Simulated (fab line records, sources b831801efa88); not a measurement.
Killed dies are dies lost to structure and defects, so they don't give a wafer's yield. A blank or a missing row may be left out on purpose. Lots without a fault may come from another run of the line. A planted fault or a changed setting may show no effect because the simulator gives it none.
fab line records | flow sky130
record lots=5 wafers=15 last_day=50
route steps=708 shown VT_ADJUST_LVTN@106 VT_ADJUST_NCORE@119 VT_ADJUST_HVTR@131 VT_ADJUST_PCH@143
lots that met no fault: from a run of the same line without faults
start_h: hours from the record's first day to the start of the lot's first wafer shown | wait_h: hours since the lot's step before | " the same as in the row above | L1.1+2: a row that stands for several wafers | - no value, or no start given | * or withheld: withheld | < > ~ a bound
route shown NAME@n: a module of which the file shows steps, and the number in the route of the first | usual: mean/standard deviation of fault-free wafers | same: alike in all rows | chamber/n: place in a boat | sites: the reading at each site | _std_site: their standard deviation | _edge_site: outer sites' mean less inner sites' | radius_mm: how far each site lies from the wafer's centre | mask NAME#n: copy n | behind: the tool/chamber that last shaped the wafer | hold: why the lot was held/for how many hours/how that ended | device: the transistor (n, p or np) that didn't switch | end of line: the same wafers' tests at the end of the route | a step without rows: its recipe alone | killed: dies lost to structure and defects at the first sort, not the wafer's yield | map: a wafer's dies, x killed, . not, _ none there
set.NAME: the setting as run; set.NAME@STEP: as run at that earlier step | model.NAME: the simulator's own value behind a step, which no gauge read
lots at some steps of the route; a table a step, a row a wafer
services: from which hour (start_h, from the record's first day; less than 0 if before it) a tool's chamber was out of use, for how many hours, and why
## steps
# step SKY_VT_ADJUST_LVTN_STRIP_09
# recipe chemistry=O2/N2 power_w=1400 pressure_mtorr=1500 platen_temp_c=withheld o2_flow_sccm=3000 n2_flow_sccm=300 overash_fraction=0.5
# usual drypump_motor_current_A=5.8/0.5 oes_product_au=0.722/0.0041 strip_time_to_endpoint_s=36.70/0.1
# same overash_fraction=0.5
# columns lot.wafer tool chamber start_h wait_h drypump_motor_current_A oes_product_au rf_hours_counter_h strip_time_to_endpoint_s
L085.3 plasma_asher-04 0 213.75 0.1 6.1 0.730 - 36.88
L085.4 " 1 " " 5.2 0.721 - 36.81
L085.5 " 0 " " 6.2 0.715 - 36.90
L089.1 plasma_asher-03 1 237.79 0.1 6.5 0.719 55 36.62
L089.3 " 0 " " 5.8 0.721 - 36.70
L089.5 " 0 " " 5.8 0.720 - 36.59
L092.2 plasma_asher-03 1 263.99 0.1 6.4 0.725 58 36.76
L092.3 " 1 " " 6.5 0.725 - 36.71
L092.5 " 1 " " 6.5 0.726 - 36.68
L093.1 plasma_asher-04 1 271.04 0.1 5.2 0.722 61 36.64
L093.3 " 0 " " 6.2 0.716 - 36.70
L093.5 " 0 " " 6.2 0.722 - 36.66
L096.3 plasma_asher-04 1 287.05 0.1 5.2 0.723 - 36.50
L096.4 " 0 " " 6.1 0.731 - 36.48
L096.6 " 1 " " 5.2 0.722 - 36.45
# step SKY_VT_ADJUST_LVTN_TW_MEAS_10
# usual VT_ADJUST_LVTN_TW=240.8/2.2
# columns lot.wafer tool chamber start_h wait_h VT_ADJUST_LVTN_TW
L085.3 film_metro-01 - 213.83 0.1 241.7
L085.4 " - " " 241.7
L085.5 " - " " 241.2
L089.1 film_metro-01 - 237.89 0.1 239.1
L089.3 " - " " 238.1
L089.5 " - " " 238.2
L092.2 film_metro-03 - 264.10 0.1 242.2
L092.3 " - " " 243.9
L092.5 " - " " 245.9
L093.1 film_metro-02 - 271.14 0.1 239.0
L093.3 " - " " 238.0
L093.5 " - " " 237.7
L096.3 film_metro-02 - 287.13 0.1 239.0
L096.4 " - " " 238.7
L096.6 " - " " 238.7
# step SKY_VT_ADJUST_LVTN_DEHYDRATE_11
# recipe temp_c=200 time_s=60
# columns lot.wafer tool chamber start_h wait_h
L085.3+4+5 litho_track-04 0 224.71 10.9
L089.1+3+5 litho_track-04 0 249.06 11.2
L092.2+3+5 litho_track-02 0 275.60 11.5
L093.1+3+5 litho_track-02 0 282.18 11.0
L096.3+4+6 litho_track-02 0 298.38 11.2
# step SKY_VT_ADJUST_LVTN_HMDS_12
# recipe prime_time_s=60 prime_temp_c=120
# same prime_time_s=60
# columns lot.wafer tool chamber start_h wait_h
L085.3+4+5 litho_track-04 0 224.86 0.1
L089.1+3+5 litho_track-04 0 249.21 0.1
L092.2+3+5 litho_track-02 0 275.75 0.1
L093.1+3+5 litho_track-02 0 282.33 0.1
L096.3+4+6 litho_track-02 0 298.53 0.1
# step SKY_VT_ADJUST_LVTN_COAT_13
# recipe resist=NOVOLAK spin_rpm=3000 resist_thk_nm=1140
# columns lot.wafer tool chamber start_h wait_h
L085.3+4+5 litho_track-04 0 225.01 0.1
L089.1+3+5 litho_track-04 0 249.36 0.1
L092.2+3+5 litho_track-02 0 275.90 0.1
L093.1+3+5 litho_track-02 0 282.48 0.1
L096.3+4+6 litho_track-02 0 298.68 0.1
# step SKY_VT_ADJUST_LVTN_SOFTBAKE_14
# recipe temp_c=90 time_s=60 resist=NOVOLAK
# columns lot.wafer tool chamber start_h wait_h
L085.3+4+5 litho_track-04 0 225.16 0.1
L089.1+3+5 litho_track-04 0 249.51 0.1
L092.2+3+5 litho_track-02 0 276.05 0.1
L093.1+3+5 litho_track-02 0 282.63 0.1
L096.3+4+6 litho_track-02 0 298.83 0.1
# step SKY_VT_ADJUST_LVTN_EXPOSE_15
# recipe mask_id=HVN_STD_DERIVED na=0.6 source_shape=conventional sigma_outer=0.6 polarization=unpolarized target_cd_nm=600 dose_mj=163
# columns lot.wafer tool chamber start_h wait_h mask
L085.3+4+5 iline_stepper-02 0 - - HVN_STD_DERIVED#0
L089.1+3+5 iline_stepper-01 0 - - HVN_STD_DERIVED#0
L092.2+3+5 iline_stepper-02 0 - - HVN_STD_DERIVED#0
L093.1+3+5 iline_stepper-02 0 - - HVN_STD_DERIVED#0
L096.3+4+6 iline_stepper-02 0 - - HVN_STD_DERIVED#0
# step SKY_VT_ADJUST_LVTN_PEB_16
# recipe temp_c=withheld time_s=* resist=NOVOLAK
# columns lot.wafer tool chamber start_h wait_h
L085.3+4+5 litho_track-04 0 - -
L089.1+3+5 litho_track-03 0 - -
L092.2+3+5 litho_track-03 0 - -
L093.1+3+5 litho_track-02 0 - -
L096.3+4+6 litho_track-04 0 - -
# step SKY_VT_ADJUST_LVTN_DEVELOP_17
# recipe resist=NOVOLAK developer=TMAH develop_time_s=60 dev_temp_c=23
# columns lot.wafer tool chamber start_h wait_h
L085.3+4+5 litho_track-04 0 235.61 0.1
L089.1+3+5 litho_track-03 0 260.41 0.1
L092.2+3+5 litho_track-03 0 287.38 0.1
L093.1+3+5 litho_track-02 0 294.58 0.1
L096.3+4+6 litho_track-04 0 310.91 0.1
# step SKY_VT_ADJUST_LVTN_OVL_MEAS_18
# usual VT_ADJUST_LVTN_01_OVL=-0.5/1.6
# columns lot.wafer tool chamber start_h wait_h VT_ADJUST_LVTN_01_OVL[nm]
L085.3 overlay-02 - 235.72 0.1 -1.8
L085.4 " - " " -0.3
L085.5 " - " " -1.4
L089.1 overlay-02 - 260.56 0.1 -2.4
L089.3 " - " " -3.3
L089.5 " - " " -2.4
L092.2 overlay-02 - 287.51 0.1 2.0
L092.3 " - " " 1.3
L092.5 " - " " 4.3
L093.1 overlay-01 - 294.73 0.1 1.3
L093.3 " - " " 0.8
L093.5 " - " " 0.6
L096.3 overlay-02 - 311.02 0.1 -0.1
L096.4 " - " " 1.2
L096.6 " - " " 0.6
# step SKY_VT_ADJUST_LVTN_IMPLANT_19
# recipe species=B energy_kev=30 dose_cm2=6.5e+11 tilt_deg=withheld
# columns lot.wafer tool chamber start_h wait_h
L085.3+4+5 implanter-03 0 235.79 0.1
L089.1+3+5 implanter-03 0 260.59 0.0
L092.2+3+5 implanter-02 0 287.57 0.0
L093.1+3+5 implanter-03 0 294.76 0.0
L096.3+4+6 implanter-03 0 311.09 0.1
# step SKY_VT_ADJUST_LVTN_STRIP_20
# recipe chemistry=O2/N2 power_w=1400 pressure_mtorr=1500 platen_temp_c=withheld o2_flow_sccm=3000 n2_flow_sccm=300 overash_fraction=0.5
# usual drypump_motor_current_A=5.7/0.51 oes_product_au=0.716/0.0047 strip_time_to_endpoint_s=14.16/0.036
# same overash_fraction=0.5
# columns lot.wafer tool chamber start_h wait_h drypump_motor_current_A oes_product_au rf_hours_counter_h strip_time_to_endpoint_s
L085.3 plasma_asher-03 1 235.93 0.1 6.4 0.719 - 14.14
L085.4 " 0 " " 5.8 0.711 - 14.11
L085.5 " 0 " " 5.8 0.720 - 14.15
L089.1 plasma_asher-03 1 260.74 0.1 6.5 0.713 57 14.22
L089.3 " 0 " " 5.8 0.720 - 14.21
L089.5 " 0 " " 5.8 0.723 - 14.23
L092.2 plasma_asher-04 1 287.69 0.1 5.2 0.719 63 14.13
L092.3 " 0 " " 6.1 0.717 - 14.12
L092.5 " 1 " " 5.2 0.719 - 14.14
L093.1 plasma_asher-02 0 294.91 0.1 5.0 0.719 17 14.19
L093.3 " 1 " " 5.5 0.709 - 14.14
L093.5 " 0 " " 5.0 0.721 - 14.14
L096.3 plasma_asher-03 0 311.23 0.1 5.8 0.717 - 14.14
L096.4 " 1 " " 6.5 0.715 - 14.18
L096.6 " 0 " " 5.8 0.717 - 14.16
# step SKY_VT_ADJUST_LVTN_TW_MEAS_21
# usual VT_ADJUST_LVTN_2_TW=187.4/1.8
# columns lot.wafer tool chamber start_h wait_h VT_ADJUST_LVTN_2_TW
L085.3 film_metro-02 - 236.01 0.1 186.0
L085.4 " - " " 186.1
L085.5 " - " " 185.1
L089.1 film_metro-02 - 260.84 0.1 186.7
L089.3 " - " " 185.2
L089.5 " - " " 186.4
L092.2 film_metro-03 - 287.80 0.1 191.1
L092.3 " - " " 190.5
L092.5 " - " " 190.5
L093.1 film_metro-01 - 295.01 0.1 186.0
L093.3 " - " " 184.9
L093.5 " - " " 185.9
L096.3 film_metro-03 - 311.31 0.1 190.9
L096.4 " - " " 190.9
L096.6 " - " " 190.0
# step SKY_VT_ADJUST_NCORE_DEHYDRATE_00
# recipe temp_c=200 time_s=60
# columns lot.wafer tool chamber start_h wait_h
L085.3+4+5 litho_track-01 0 247.32 11.3
L089.1+3+5 litho_track-03 0 272.06 11.2
L092.2+3+5 litho_track-03 0 298.48 10.7
L093.1+3+5 litho_track-04 0 305.06 10.0
L096.3+4+6 litho_track-03 0 324.86 13.5
# step SKY_VT_ADJUST_NCORE_HMDS_01
# recipe prime_time_s=60 prime_temp_c=120
# same prime_time_s=60
# columns lot.wafer tool chamber start_h wait_h
L085.3+4+5 litho_track-01 0 247.47 0.1
L089.1+3+5 litho_track-03 0 272.21 0.1
L092.2+3+5 litho_track-03 0 298.63 0.1
L093.1+3+5 litho_track-04 0 305.21 0.1
L096.3+4+6 litho_track-03 0 325.01 0.1
# step SKY_VT_ADJUST_NCORE_COAT_02
# recipe resist=NOVOLAK spin_rpm=3000 resist_thk_nm=1140
# columns lot.wafer tool chamber start_h wait_h
L085.3+4+5 litho_track-01 0 247.62 0.1
L089.1+3+5 litho_track-03 0 272.36 0.1
L092.2+3+5 litho_track-03 0 298.78 0.1
L093.1+3+5 litho_track-04 0 305.36 0.1
L096.3+4+6 litho_track-03 0 325.16 0.1
# step SKY_VT_ADJUST_NCORE_SOFTBAKE_03
# recipe temp_c=90 time_s=60 resist=NOVOLAK
# columns lot.wafer tool chamber start_h wait_h
L085.3+4+5 litho_track-01 0 247.77 0.1
L089.1+3+5 litho_track-03 0 272.51 0.1
L092.2+3+5 litho_track-03 0 298.93 0.1
L093.1+3+5 litho_track-04 0 305.51 0.1
L096.3+4+6 litho_track-03 0 325.31 0.1
# step SKY_VT_ADJUST_NCORE_EXPOSE_04
# recipe mask_id=LVTN_COMPLEMENT_THIN na=0.6 source_shape=conventional sigma_outer=0.6 polarization=unpolarized target_cd_nm=380 dose_mj=137.3
# columns lot.wafer tool chamber start_h wait_h mask
L085.3+4+5 iline_stepper-01 0 - - LVTN_COMPLEMENT_THIN#0
L089.1+3+5 iline_stepper-02 0 - - LVTN_COMPLEMENT_THIN#0
L092.2+3+5 iline_stepper-02 0 - - LVTN_COMPLEMENT_THIN#0
L093.1+3+5 iline_stepper-02 0 - - LVTN_COMPLEMENT_THIN#0
L096.3+4+6 iline_stepper-02 0 - - LVTN_COMPLEMENT_THIN#0
# step SKY_VT_ADJUST_NCORE_PEB_05
# recipe temp_c=withheld time_s=* resist=NOVOLAK
# columns lot.wafer tool chamber start_h wait_h
L085.3+4+5 litho_track-04 0 - -
L089.1+3+5 litho_track-03 0 - -
L092.2+3+5 litho_track-03 0 - -
L093.1+3+5 litho_track-01 0 - -
L096.3+4+6 litho_track-04 0 - -
# step SKY_VT_ADJUST_NCORE_DEVELOP_06
# recipe resist=NOVOLAK developer=TMAH develop_time_s=60 dev_temp_c=23
# columns lot.wafer tool chamber start_h wait_h
L085.3+4+5 litho_track-04 0 259.61 0.1
L089.1+3+5 litho_track-03 0 284.21 0.1
L092.2+3+5 litho_track-03 0 311.13 0.1
L093.1+3+5 litho_track-01 0 320.07 0.1
L096.3+4+6 litho_track-04 0 336.86 0.1
# step SKY_VT_ADJUST_NCORE_CD_MEAS_07
# recipe target_cd_nm=380
# usual cd_nm=379.9/2.9
# columns lot.wafer tool chamber start_h wait_h cd_nm
L085.3 cd_sem-01 - 259.75 0.1 374.2
L085.4 " - " " 376.9
L085.5 " - " " 373.8
L089.1 cd_sem-01 - 284.36 0.1 381.1
L089.3 " - " " 380.0
L089.5 " - " " 380.5
L092.2 cd_sem-01 - 311.28 0.1 377.1
L092.3 " - " " 382.2
L092.5 " - " " 382.1
L093.1 cd_sem-02 - 320.22 0.1 379.8
L093.3 " - " " 380.7
L093.5 " - " " 379.7
L096.3 cd_sem-01 - 337.06 0.2 383.1
L096.4 " - " " 383.9
L096.6 " - " " 383.1
# step SKY_VT_ADJUST_NCORE_OVL_MEAS_08
# usual VT_ADJUST_NCORE_OVL=0.3/1.1
# columns lot.wafer tool chamber start_h wait_h VT_ADJUST_NCORE_OVL[nm]
L085.3 overlay-02 - 259.84 0.1 1.2
L085.4 " - " " 2.2
L085.5 " - " " 0.9
L089.1 overlay-02 - 284.48 0.1 -1.0
L089.3 " - " " -0.2
L089.5 " - " " -0.9
L092.2 overlay-02 - 311.38 0.1 -0.3
L092.3 " - " " 0.0
L092.5 " - " " 0.4
L093.1 overlay-02 - 320.34 0.1 -0.3
L093.3 " - " " 2.5
L093.5 " - " " 0.4
L096.3 overlay-02 - 337.15 0.1 0.3
L096.4 " - " " 0.1
L096.6 " - " " -1.5
# step SKY_VT_ADJUST_NCORE_IMPLANT_09
# recipe species=B energy_kev=10 dose_cm2=2.4e+12 tilt_deg=withheld
# columns lot.wafer tool chamber start_h wait_h
L085.3+4+5 implanter-03 0 259.91 0.1
L089.1+3+5 implanter-04 0 284.51 0.0
L092.2+3+5 implanter-04 0 311.44 0.0
L093.1+3+5 implanter-01 0 320.37 0.0
L096.3+4+6 implanter-04 0 337.23 0.1
# step SKY_VT_ADJUST_NCORE_STRIP_10
# recipe chemistry=O2/N2 power_w=1400 pressure_mtorr=1500 platen_temp_c=withheld o2_flow_sccm=3000 n2_flow_sccm=300 overash_fraction=0.5
# usual drypump_motor_current_A=5.7/0.42 oes_product_au=0.716/0.0045 strip_time_to_endpoint_s=14.17/0.033
# same overash_fraction=0.5
# columns lot.wafer tool chamber start_h wait_h drypump_motor_current_A oes_product_au rf_hours_counter_h strip_time_to_endpoint_s
L085.3 plasma_asher-02 1 260.05 0.1 5.5 0.708 - 14.18
L085.4 " 0 " " 5.0 0.717 - 14.14
L085.5 " 0 " " 5.0 0.718 - 14.15
L089.1 plasma_asher-02 1 284.66 0.1 5.5 0.719 16 14.18
L089.3 " 1 " " 5.5 0.720 - 14.16
L089.5 " 1 " " 5.5 0.719 - 14.20
L092.2 plasma_asher-02 0 311.56 0.1 5.0 0.712 18 14.12
L092.3 " 0 " " 5.0 0.711 - 14.12
L092.5 " 0 " " 5.0 0.717 - 14.17
L093.1 plasma_asher-01 0 320.52 0.1 6.0 0.714 50 14.18
L093.3 " 0 " " 6.0 0.716 - 14.19
L093.5 " 0 " " 6.0 0.720 - 14.16
L096.3 plasma_asher-03 1 337.36 0.1 6.5 0.714 - 14.12
L096.4 " 0 " " 5.8 0.713 - 14.14
L096.6 " 1 " " 6.5 0.716 - 14.14
# step SKY_VT_ADJUST_NCORE_TW_MEAS_11
# usual VT_ADJUST_NCORE_TW=218.9/1.8
# columns lot.wafer tool chamber start_h wait_h VT_ADJUST_NCORE_TW
L085.3 film_metro-03 - 260.13 0.1 219.8
L085.4 " - " " 221.1
L085.5 " - " " 219.9
L089.1 film_metro-02 - 284.76 0.1 217.2
L089.3 " - " " 217.7
L089.5 " - " " 216.8
L092.2 film_metro-04 - 311.67 0.1 216.0
L092.3 " - " " 216.3
L092.5 " - " " 215.7
L093.1 film_metro-02 - 320.62 0.1 218.6
L093.3 " - " " 218.1
L093.5 " - " " 217.2
L096.3 film_metro-03 - 337.45 0.1 219.9
L096.4 " - " " 219.7
L096.6 " - " " 220.3
# step SKY_VT_ADJUST_HVTR_DEHYDRATE_00
# recipe temp_c=200 time_s=60
# columns lot.wafer tool chamber start_h wait_h
L085.3+4+5 litho_track-02 0 271.63 11.5
L089.1+3+5 litho_track-04 0 296.16 11.4
L092.2+3+5 litho_track-02 0 325.00 13.3
L093.1+3+5 litho_track-04 0 332.86 12.2
L096.3+4+6 litho_track-04 0 350.11 12.7
# step SKY_VT_ADJUST_HVTR_HMDS_01
# recipe prime_time_s=60 prime_temp_c=120
# same prime_time_s=60
# columns lot.wafer tool chamber start_h wait_h
L085.3+4+5 litho_track-02 0 271.78 0.1
L089.1+3+5 litho_track-04 0 296.31 0.1
L092.2+3+5 litho_track-02 0 325.15 0.1
L093.1+3+5 litho_track-04 0 333.01 0.1
L096.3+4+6 litho_track-04 0 350.26 0.1
# step SKY_VT_ADJUST_HVTR_COAT_02
# recipe resist=NOVOLAK spin_rpm=3000 resist_thk_nm=1140
# columns lot.wafer tool chamber start_h wait_h
L085.3+4+5 litho_track-02 0 271.93 0.1
L089.1+3+5 litho_track-04 0 296.46 0.1
L092.2+3+5 litho_track-02 0 325.30 0.1
L093.1+3+5 litho_track-04 0 333.16 0.1
L096.3+4+6 litho_track-04 0 350.41 0.1
# step SKY_VT_ADJUST_HVTR_SOFTBAKE_03
# recipe temp_c=90 time_s=60 resist=NOVOLAK
# columns lot.wafer tool chamber start_h wait_h
L085.3+4+5 litho_track-02 0 272.08 0.1
L089.1+3+5 litho_track-04 0 296.61 0.1
L092.2+3+5 litho_track-02 0 325.45 0.1
L093.1+3+5 litho_track-04 0 333.31 0.1
L096.3+4+6 litho_track-04 0 350.56 0.1
# step SKY_VT_ADJUST_HVTR_EXPOSE_04
# recipe mask_id=HVTRM target_cd_nm=380 na=0.6 source_shape=conventional sigma_outer=0.6 dose_mj=150
# columns lot.wafer tool chamber start_h wait_h mask
L085.3+4+5 iline_stepper-01 0 - - HVTRM#0
L089.1+3+5 iline_stepper-02 0 - - HVTRM#0
L092.2+3+5 iline_stepper-02 0 - - HVTRM#0
L093.1+3+5 iline_stepper-02 0 - - HVTRM#0
L096.3+4+6 iline_stepper-02 0 - - HVTRM#0
# step SKY_VT_ADJUST_HVTR_PEB_05
# recipe temp_c=withheld time_s=* resist=NOVOLAK
# columns lot.wafer tool chamber start_h wait_h
L085.3+4+5 litho_track-02 0 - -
L089.1+3+5 litho_track-04 0 - -
L092.2+3+5 litho_track-01 0 - -
L093.1+3+5 litho_track-02 0 - -
L096.3+4+6 litho_track-04 0 - -
# step SKY_VT_ADJUST_HVTR_DEVELOP_06
# recipe develop_time_s=60 dev_temp_c=23
# columns lot.wafer tool chamber start_h wait_h
L085.3+4+5 litho_track-02 0 283.88 0.1
L089.1+3+5 litho_track-04 0 306.71 0.1
L092.2+3+5 litho_track-01 0 337.14 0.1
L093.1+3+5 litho_track-02 0 346.43 0.1
L096.3+4+6 litho_track-04 0 363.11 0.1
# step SKY_VT_ADJUST_HVTR_CD_MEAS_07
# recipe target_cd_nm=380
# usual cd_nm=380.7/2.6
# columns lot.wafer tool chamber start_h wait_h cd_nm
L085.3 cd_sem-01 - 284.02 0.1 378.6
L085.4 " - " " 378.8
L085.5 " - " " 381.2
L089.1 cd_sem-02 - 306.86 0.1 382.0
L089.3 " - " " 381.5
L089.5 " - " " 380.3
L092.2 cd_sem-01 - 337.29 0.1 382.2
L092.3 " - " " 381.9
L092.5 " - " " 382.2
L093.1 cd_sem-02 - 346.58 0.1 383.3
L093.3 " - " " 381.5
L093.5 " - " " 385.4
L096.3 cd_sem-01 - 363.25 0.1 381.5
L096.4 " - " " 379.4
L096.6 " - " " 379.2
# step SKY_VT_ADJUST_HVTR_OVL_MEAS_08
# usual VT_ADJUST_HVTR_OVL=0.3/1.6
# columns lot.wafer tool chamber start_h wait_h VT_ADJUST_HVTR_OVL[nm]
L085.3 overlay-02 - 284.11 0.1 -1.0
L085.4 " - " " 1.2
L085.5 " - " " 1.1
L089.1 overlay-01 - 306.98 0.1 0.8
L089.3 " - " " -1.4
L089.5 " - " " 0.4
L092.2 overlay-02 - 337.39 0.1 1.2
L092.3 " - " " 0.9
L092.5 " - " " -0.1
L093.1 overlay-01 - 346.70 0.1 0.5
L093.3 " - " " -1.6
L093.5 " - " " -0.9
L096.3 overlay-02 - 363.34 0.1 -1.2
L096.4 " - " " 0.0
L096.6 " - " " 0.1
# step SKY_VT_ADJUST_HVTR_IMPLANT_09
# recipe species=B energy_kev=10 dose_cm2=2.132e+12 tilt_deg=withheld
# columns lot.wafer tool chamber start_h wait_h
L085.3+4+5 implanter-02 0 284.18 0.1
L089.1+3+5 implanter-01 0 307.01 0.0
L092.2+3+5 implanter-04 0 337.45 0.0
L093.1+3+5 implanter-02 0 346.73 0.0
L096.3+4+6 implanter-01 0 363.41 0.1
# step SKY_VT_ADJUST_HVTR_STRIP_10
# recipe chemistry=O2/N2 power_w=1400 pressure_mtorr=1500 platen_temp_c=withheld o2_flow_sccm=3000 n2_flow_sccm=300 overash_fraction=0.5
# usual drypump_motor_current_A=5.8/0.42 oes_product_au=0.715/0.0048 strip_time_to_endpoint_s=14.17/0.045
# same overash_fraction=0.5
# columns lot.wafer tool chamber start_h wait_h drypump_motor_current_A oes_product_au rf_hours_counter_h strip_time_to_endpoint_s
L085.3 plasma_asher-03 1 284.32 0.1 6.5 0.715 - 14.06
L085.4 " 0 " " 5.8 0.714 - 14.09
L085.5 " 0 " " 5.8 0.717 - 14.09
L089.1 plasma_asher-04 0 307.16 0.1 6.2 0.707 65 14.18
L089.3 " 0 " " 6.2 0.713 - 14.16
L089.5 " 1 " " 5.2 0.718 - 14.17
L092.2 plasma_asher-03 1 337.57 0.1 6.5 0.720 65 14.22
L092.3 " 0 " " 5.8 0.720 - 14.19
L092.5 " 1 " " 6.5 0.713 - 14.25
L093.1 plasma_asher-04 1 346.88 0.1 5.2 0.722 68 14.19
L093.3 " 0 " " 6.2 0.716 - 14.24
L093.5 " 0 " " 6.2 0.719 - 14.27
L096.3 plasma_asher-01 0 363.55 0.1 6.0 0.716 - 14.15
L096.4 " 1 " " 5.5 0.713 - 14.15
L096.6 " 0 " " 5.9 0.720 - 14.23
# step SKY_VT_ADJUST_HVTR_TW_MEAS_11
# usual VT_ADJUST_HVTR_TW=210.1/1.5
# columns lot.wafer tool chamber start_h wait_h VT_ADJUST_HVTR_TW
L085.3 film_metro-04 - 284.40 0.1 213.2
L085.4 " - " " 212.6
L085.5 " - " " 214.2
L089.1 film_metro-04 - 307.26 0.1 208.9
L089.3 " - " " 208.9
L089.5 " - " " 209.1
L092.2 film_metro-02 - 337.68 0.1 209.2
L092.3 " - " " 209.2
L092.5 " - " " 209.3
L093.1 film_metro-01 - 346.98 0.1 208.7
L093.3 " - " " 209.0
L093.5 " - " " 208.1
L096.3 film_metro-01 - 363.63 0.1 208.7
L096.4 " - " " 208.3
L096.6 " - " " 209.5
# step SKY_VT_ADJUST_PCH_DEHYDRATE_00
# recipe temp_c=200 time_s=60
# columns lot.wafer tool chamber start_h wait_h
L085.3+4+5 litho_track-01 0 295.72 11.3
L089.1+3+5 litho_track-02 0 321.93 14.7
L092.2+3+5 litho_track-03 0 350.18 12.5
L093.1+3+5 litho_track-02 0 358.83 11.8
L096.3+4+6 litho_track-01 0 376.12 12.5
# step SKY_VT_ADJUST_PCH_HMDS_01
# recipe prime_time_s=60 prime_temp_c=120
# same prime_time_s=60
# columns lot.wafer tool chamber start_h wait_h
L085.3+4+5 litho_track-01 0 295.87 0.1
L089.1+3+5 litho_track-02 0 322.08 0.1
L092.2+3+5 litho_track-03 0 350.33 0.1
L093.1+3+5 litho_track-02 0 358.98 0.1
L096.3+4+6 litho_track-01 0 376.27 0.1
# step SKY_VT_ADJUST_PCH_COAT_02
# recipe spin_rpm=2000 resist_thk_nm=3000
# columns lot.wafer tool chamber start_h wait_h
L085.3+4+5 litho_track-01 0 296.02 0.1
L089.1+3+5 litho_track-02 0 322.23 0.1
L092.2+3+5 litho_track-03 0 350.48 0.1
L093.1+3+5 litho_track-02 0 359.13 0.1
L096.3+4+6 litho_track-01 0 376.42 0.1
# step SKY_VT_ADJUST_PCH_SOFTBAKE_03
# recipe temp_c=110 time_s=withheld
# columns lot.wafer tool chamber start_h wait_h
L085.3+4+5 litho_track-01 0 296.18 0.1
L089.1+3+5 litho_track-02 0 322.38 0.1
L092.2+3+5 litho_track-03 0 350.64 0.1
L093.1+3+5 litho_track-02 0 359.28 0.1
L096.3+4+6 litho_track-01 0 376.58 0.1
# step SKY_VT_ADJUST_PCH_EXPOSE_04
# recipe mask_id=NWM na=0.6 source_shape=conventional sigma_outer=0.6 polarization=unpolarized target_cd_nm=840 dose_mj=255
# columns lot.wafer tool chamber start_h wait_h mask
L085.3+4+5 iline_stepper-02 0 - - NWM#0
L089.1+3+5 iline_stepper-02 0 - - NWM#0
L092.2+3+5 iline_stepper-02 0 - - NWM#0
L093.1+3+5 iline_stepper-02 0 - - NWM#0
L096.3+4+6 iline_stepper-01 0 - - NWM#0
# step SKY_VT_ADJUST_PCH_PEB_05
# recipe temp_c=115 time_s=withheld
# columns lot.wafer tool chamber start_h wait_h
L085.3+4+5 litho_track-01 0 - -
L089.1+3+5 litho_track-02 0 - -
L092.2+3+5 litho_track-01 0 - -
L093.1+3+5 litho_track-02 0 - -
L096.3+4+6 litho_track-03 0 - -
# step SKY_VT_ADJUST_PCH_DEVELOP_06
# recipe wall_angle_deg=90 developer=TMAH develop_time_s=60 dev_temp_c=23
# columns lot.wafer tool chamber start_h wait_h
L085.3+4+5 litho_track-01 0 - -
L089.1+3+5 litho_track-02 0 - -
L092.2+3+5 litho_track-01 0 - -
L093.1+3+5 litho_track-02 0 - -
L096.3+4+6 litho_track-03 0 - -
# step SKY_VT_ADJUST_PCH_OVL_MEAS_07
# usual VT_ADJUST_PCH_OVL=-0.1/1.4
# columns lot.wafer tool chamber start_h wait_h VT_ADJUST_PCH_OVL[nm]
L085.3 overlay-02 - 306.68 - -1.9
L085.4 " - " " -1.7
L085.5 " - " " -0.5
L089.1 overlay-01 - 334.88 - 0.4
L089.3 " - " " -0.7
L089.5 " - " " 0.4
L092.2 overlay-01 - 363.37 - 1.1
L092.3 " - " " 1.4
L092.5 " - " " 1.3
L093.1 overlay-02 - 372.63 - -0.3
L093.3 " - " " -0.3
L093.5 " - " " -1.3
L096.3 overlay-02 - 390.87 - 0.5
L096.4 " - " " -0.1
L096.6 " - " " -1.4
# step SKY_VT_ADJUST_PCH_IMPLANT_08
# recipe species=B energy_kev=10 dose_cm2=5e+11 tilt_deg=withheld
# columns lot.wafer tool chamber start_h wait_h
L085.3+4+5 implanter-03 0 306.75 0.1
L089.1+3+5 implanter-04 0 334.91 0.0
L092.2+3+5 implanter-02 0 363.43 0.0
L093.1+3+5 implanter-04 0 372.66 0.0
L096.3+4+6 implanter-03 0 390.94 0.1
# step SKY_VT_ADJUST_PCH_STRIP_09
# recipe chemistry=O2/N2 power_w=1400 pressure_mtorr=1500 platen_temp_c=withheld o2_flow_sccm=3000 n2_flow_sccm=300 overash_fraction=0.5
# usual drypump_motor_current_A=5.6/0.37 oes_product_au=0.722/0.0048 strip_time_to_endpoint_s=36.88/0.1
# same overash_fraction=0.5
# columns lot.wafer tool chamber start_h wait_h drypump_motor_current_A oes_product_au rf_hours_counter_h strip_time_to_endpoint_s
L085.3 plasma_asher-04 1 306.89 0.1 5.2 0.724 - 36.93
L085.4 " 0 " " 6.2 0.724 - 36.84
L085.5 " 0 " " 6.2 0.723 - 36.94
L089.1 plasma_asher-01 1 335.06 0.1 5.5 0.718 52 36.89
L089.3 " 1 " " 5.5 0.731 - 36.82
L089.5 " 0 " " 5.9 0.729 - 36.94
L092.2 plasma_asher-02 0 363.55 0.1 5.1 0.729 23 36.82
L092.3 " 0 " " 5.0 0.715 - 36.87
L092.5 " 1 " " 5.5 0.718 - 36.89
L093.1 plasma_asher-01 1 372.81 0.1 5.5 0.716 55 36.93
L093.3 " 0 " " 5.9 0.728 - 36.80
L093.5 " 0 " " 6.0 0.721 - 36.87
L096.3 plasma_asher-01 0 391.08 0.1 5.9 0.733 - 36.91
L096.4 " 1 " " 5.5 0.720 - 37.02
L096.6 " 1 " " 5.5 0.719 - 36.90
## services
# columns tool chamber start_h hours kind
iline_stepper-02 - 205.02 11.4 repair
implanter-02 - 209.99 10.7 repair
implanter-04 - 222.19 5.4 repair
plasma_asher-01 - 238.08 10.6 repair
iline_stepper-01 - 238.96 2.1 pm
implanter-03 - 241.48 1.5 repair
plasma_asher-02 - 259.38 0.3 repair
implanter-03 - 264.99 4.5 pm
plasma_asher-02 - 268.93 1.0 repair
iline_stepper-01 - 277.84 1.7 pm
iline_stepper-01 - 293.98 4.4 pm
plasma_asher-02 - 295.31 2.1 repair
plasma_asher-03 - 301.64 0.8 repair
implanter-02 - 319.79 3.7 repair
implanter-04 - 320.31 3.1 repair
implanter-02 - 328.12 4.6 pm
plasma_asher-02 - 329.51 6.4 repair
plasma_asher-01 - 332.88 0.4 repair
implanter-02 - 335.23 8.3 repair
plasma_asher-01 - 336.74 2.2 repair
plasma_asher-04 - 342.01 4.0 repair
plasma_asher-03 - 346.03 15.6 pm
iline_stepper-01 - 347.64 13.0 repair
implanter-02 - 374.20 1.3 repair
## key
fault none
